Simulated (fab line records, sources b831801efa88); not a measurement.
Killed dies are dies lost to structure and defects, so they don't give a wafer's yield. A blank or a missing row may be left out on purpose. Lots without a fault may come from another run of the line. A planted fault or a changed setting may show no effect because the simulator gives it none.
Chamber matching | flow sky130 | SKY_VIA1_CMP_24 on cmp-01: 4 sister chambers
The step polishes, stops on SiO2, t overpolish 15 s, target thk 0 nm. 4 wafers are shown with their chamber, then 7 later ones without.

WAFERS WITH THEIR CHAMBER
wafer  | chamber | motor_current_A (A)
L205.3 | 0       | 12.6
L206.1 | 3       | 10.5
L219.1 | 1       | 10.2
L219.2 | 2       | 12.7

WAFERS WITHOUT THEIR CHAMBER
wafer  | motor_current_A (A)
L219.6 | 10.3
L220.4 | 10.3
L220.5 | 10.8
L220.6 | 12.0
L224.1 | 12.7
L224.4 | 11.9
L224.5 | 11.7

WHICH CHAMBER EACH WENT THROUGH
wafer  | from the rows above               | in truth
L219.6 | can't be placed: 1 or 3           | 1
L220.4 | can't be placed: 1 or 3           | 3
L220.5 | can't be placed: 3 or 1           | 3
L220.6 | can't be placed: 0 or 2 or 3      | 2
L224.1 | can't be placed: 2 or 0           | 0
L224.4 | can't be placed: 0 or 2 or 3 or 1 | 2
L224.5 | can't be placed: 0 or 2 or 3 or 1 | 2
Placed correctly: 0 of 7. Can't be placed from these rows: 7 (the true chamber is among the candidates in 7). Placed wrongly: 0.
How it was worked out, from the rows above alone: a wafer's distance from a chamber is the root of the sum, over the readings, of the square of ((its reading less the chamber's mean) divided by the reading's scatter). The wafer belongs to the nearest chamber; if the next one is less than 2 further off, it can't be placed. A chamber's mean is the mean of its shown wafers. The scatter: with one shown wafer a chamber, the root of the mean of the squares of how far each hidden wafer lies from its nearest shown one.
